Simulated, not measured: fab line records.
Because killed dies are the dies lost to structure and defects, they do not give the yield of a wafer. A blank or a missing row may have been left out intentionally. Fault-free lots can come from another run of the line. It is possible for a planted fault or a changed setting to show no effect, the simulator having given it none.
A struck lot beside a sound one -- flow gf180mcu -- 15 out of 602 route steps
Sound: the wafers L824.2, L824.4, L824.5. Struck: wafers L835.1, L835.5, L835.6. The cause is named last.
For every step that has rows: the tool of each side, followed by ch and its chambers, followed by its first start. Under that, the readings that differ: sound wafers -- struck wafers -- difference of the means -- sigmas: that difference in standard deviations of wafers without a fault.
alike: same words and numbers on both sides, and readings whose means sit less than 2 such deviations apart. not compared: any withheld reading, any reading some wafer has no value for, any bound like >300 that may hide the same value, and any number with overlapping values for which the record gives no deviation.
Wherever a step has rows on one side only, a row that says differs or no value, or a row with sigmas, the two part there. Numbers that have no deviation but don't overlap get no sigmas and don't part them. A reading that every wafer of one side lacks parts them only if that side has two wafers or more.

first, 1 step without rows for these wafers: GF_SALICIDE_WET_ETCH_01 (etches SiO2 in dHF, target depth 5 nm, time 100 s).
GF_SALICIDE_SPUTTER_02: material Co, target thk 10 nm, time 20 s.
  struck on pvdSputter-04, day 20 19:32; sound on pvdSputter-03, day 16 15:59
  alike: throttleValvePct
GF_SALICIDE_SPUTTER_03: material TiN, target thk 20 nm, time 16.7 s.
  struck on pvdSputter-04, day 20 19:34; sound on pvdSputter-03, day 16 16:01
  alike: throttleValvePct
GF_SALICIDE_RS_MEAS_04: measures by four-point-probe.
  struck on filmMetro-03, day 20 19:35; sound on filmMetro-02, day 16 16:03
  alike: SALICIDE_TIN_RS
GF_SALICIDE_THK_MEAS_05: measures by xrf.
  struck on filmMetro-03, day 20 19:43; sound on filmMetro-02, day 16 16:10
  alike: SALICIDE_TIN_THK
GF_SALICIDE_RTA_06: time 30 s.
  sound on rtpAnneal-01 ch 0, day 16 16:14; struck on rtpAnneal-01 ch 0, day 20 19:46
  alike: lampPowerPct, wafer_temp_C_max
then, 1 step without rows for these wafers: GF_SALICIDE_WET_ETCH_07 (etches the open film in SPM, target depth 120 nm).
GF_SALICIDE_RTA_08: time 30 s.
  sound on rtpAnneal-02 ch 0, day 16 16:31; struck on rtpAnneal-02 ch 0, day 20 19:58
  alike: lampPowerPct, wafer_temp_C_max
then, 1 step without rows for these wafers: GF_CONTACT_CVD_00 (deposits SiO2, target thk 300 nm, time 50 s).
GF_CONTACT_THK_MEAS_01:
  struck on filmMetro-01, day 20 20:07; sound on filmMetro-01, day 16 16:40
  alike: CONTACT_CVD_00_THK
GF_CONTACT_CVD_02: deposits SiO2 from TEOS, target thk 860 nm, time 95.992 s.
  sound on pecvd-02 ch 0,1,2, day 16 16:43; struck on pecvd-03 ch 0,1, day 20 20:10
  alike: heaterPowerW
GF_CONTACT_THK_MEAS_03:
  struck on filmMetro-02, day 20 20:14; sound on filmMetro-04, day 16 16:48
  alike: CONTACT_CVD_02_THK
GF_CONTACT_CMP_04: polishes SiO2.
  sound on cmp-02 ch 0,2,3, day 16 16:57; struck on cmp-01 ch 1,2, day 20 20:18
  no value came back on the struck wafers for edgeZonePressureFrac, headPressurePsi (psi), motorCurrentA (A), timeToEndpointS (s); on the sound wafers edgeZonePressureFrac reads 1.001 0.999 1.004
reading,sound,struck,difference,sigmas
model.SiO2_of_CONTACT_CVD_02.thkNm (nm),559.5 560.4 559.3,865.3 854.5 880.9,+307.2,
GF_CONTACT_BOW_MEAS_05:
  struck on filmMetro-04, day 20 20:53; sound on filmMetro-04, day 16 17:13
reading,sound,struck,difference,sigmas
CONTACT_BOW (um),67 52 69,- - -,no value on the struck wafers,
  not compared: hold
GF_PASSIVATION_PROBE_99:
  the record holds rows for the sound wafers here (prober-01, day 30 08:31) but none for the struck ones

WHERE THEY PART
At GF_CONTACT_CMP_04 first; at GF_PASSIVATION_PROBE_99 last (within this record only).

WHY: what the simulator had put in
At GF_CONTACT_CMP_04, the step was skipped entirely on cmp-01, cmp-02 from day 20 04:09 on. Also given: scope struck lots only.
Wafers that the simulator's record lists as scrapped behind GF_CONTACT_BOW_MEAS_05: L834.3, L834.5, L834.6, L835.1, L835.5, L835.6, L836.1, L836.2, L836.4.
